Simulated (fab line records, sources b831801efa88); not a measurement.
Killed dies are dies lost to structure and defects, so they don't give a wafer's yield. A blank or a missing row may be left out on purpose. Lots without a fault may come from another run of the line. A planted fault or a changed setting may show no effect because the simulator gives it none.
Split-lot experiment | flow sfq_line | 5 lots, 23 wafers read, on a route of 325 steps

THE SPLIT
At SFQ_TRILAYER_I1_VIA_BARC_OPEN_VIA_ETCH_071 (etches BARC in O2, target depth 125 nm, time 41.7 s), the setting time_s was moved away from the recipe's 41.7 s on 6 of the 23 wafers read, by -8.1% to +12.8%. The other wafers ran this setting at the recipe's value.

The reading is taken at the split's own step.

THE READING
KrF_of_TRILAYER_I1_VIA_LITHO_COAT_049.thk_nm (the simulator's own value, which no gauge read), in nm, at SFQ_TRILAYER_I1_VIA_BARC_OPEN_VIA_ETCH_071 (etches BARC in O2, target depth 125 nm, time 41.7 s). The file gives no usual value for it. The 17 wafers here that ran the recipe average 573.6 nm, standard deviation 1.8 nm.

wafer  | tool, chamber at the split | time_s as run, s | against the recipe | KrF_of_TRILAYER_I1_VIA_LITHO_COAT_049.thk_nm, nm | against lot-mates on the recipe
L076.1 | rie_diel-02, 3             | 47.04            | +12.8%             | 564.8                                            | -8.1
L076.2 | rie_diel-02, 0             | 41.7             | recipe             | 573.8                                            | -
L076.3 | rie_diel-02, 1             | 47.04            | +12.8%             | 567.4                                            | -5.5
L076.4 | rie_diel-02, 2             | 41.7             | recipe             | 573.4                                            | -
L076.5 | rie_diel-02, 3             | 41.7             | recipe             | 571.4                                            | -
L077.1 | rie_diel-04, 2             | 41.7             | recipe             | 574                                              | -
L077.2 | rie_diel-04, 1             | 41.7             | recipe             | 574.2                                            | -
L077.4 | rie_diel-04, 3             | 41.7             | recipe             | 577.2                                            | -
L077.5 | rie_diel-04, 0             | 41.7             | recipe             | 575.5                                            | -
L077.6 | rie_diel-04, 3             | 41.7             | recipe             | 575.9                                            | -
L078.1 | rie_diel-03, 0             | 45.68            | +9.5%              | 565.6                                            | -6.4
L078.2 | rie_diel-03, 2             | 41.7             | recipe             | 573.6                                            | -
L078.3 | rie_diel-03, 3             | 41.7             | recipe             | 571.4                                            | -
L078.4 | rie_diel-03, 0             | 45.68            | +9.5%              | 564.5                                            | -7.5
L078.6 | rie_diel-03, 3             | 41.7             | recipe             | 570.9                                            | -
L082.2 | rie_diel-04, 0             | 41.7             | recipe             | 574.1                                            | -
L082.4 | rie_diel-04, 1             | 41.7             | recipe             | 572.2                                            | -
L082.6 | rie_diel-04, 3             | 41.7             | recipe             | 571.4                                            | -
L083.2 | rie_diel-02, 2             | 41.7             | recipe             | 572                                              | -
L083.3 | rie_diel-02, 0             | 38.31            | -8.1%              | 576.9                                            | +2.7
L083.4 | rie_diel-02, 1             | 38.31            | -8.1%              | 576.8                                            | +2.6
L083.5 | rie_diel-02, 2             | 41.7             | recipe             | 576.3                                            | -
L083.6 | rie_diel-02, 0             | 41.7             | recipe             | 574.2                                            | -

THE FIT
A straight line over all 23 wafers: KrF_of_TRILAYER_I1_VIA_LITHO_COAT_049.thk_nm changes by -0.621 nm for each +1% of time_s; r = -0.86; the points scatter about the line by 1.9 nm.
The same after taking each lot's own level away (the mean of its wafers on the recipe; 23 wafers): -0.53 nm for each +1%; r = -0.90; scatter 1.4 nm.
On that fit, the largest move of time_s shifts the reading by 6.8 nm.
The lots' own levels span 571.97 to 575.36 nm, that is 1.9 times the standard deviation above.
So the lot-to-lot level changes the slope: the two fits differ.
Check: with one of the wafers moved furthest among these (+12.8%) left out of the fit, the line predicts -6.74 nm for it against its lot-mates. It came out at -8.07 nm against them.

OTHER SPLITS ON THESE WAFERS
These wafers also went through other splits before the reading. Each is held against what the fit with the lots' levels taken away leaves over:
other split on the same wafers                  | wafers away from the commonest value | r with KrF_of_TRILAYER_I1_VIA_LITHO_COAT_049.thk_nm (lot level and that fit taken away)
SFQ_TRILAYER_L0_LITHO_COAT_005 resist_thk_nm    | 6                                    | +0.13
SFQ_TRILAYER_L0_LITHO_EXPOSE_006 dose_mj        | 9                                    | -0.32
SFQ_TRILAYER_L0_ETCH_METAL_ETCH_008 time_s      | 5                                    | +0.10
SFQ_TRILAYER_M0_DEP_SPUTTER_019 time_s          | 9                                    | -0.02
SFQ_TRILAYER_I0_VIA_LITHO_COAT_036 spin_rpm     | 8                                    | +0.11
SFQ_TRILAYER_I0_VIA_LITHO_PEB_034 peb_time_s    | 8                                    | +0.06
SFQ_TRILAYER_M1_BARC_OPEN_METAL_ETCH_054 time_s | 7                                    | -0.27

THE FILE'S OWN FIT
KrF_of_TRILAYER_I1_VIA_LITHO_COAT_049.thk_nm changes by -0.543 nm for each +1% of time_s, r = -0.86.
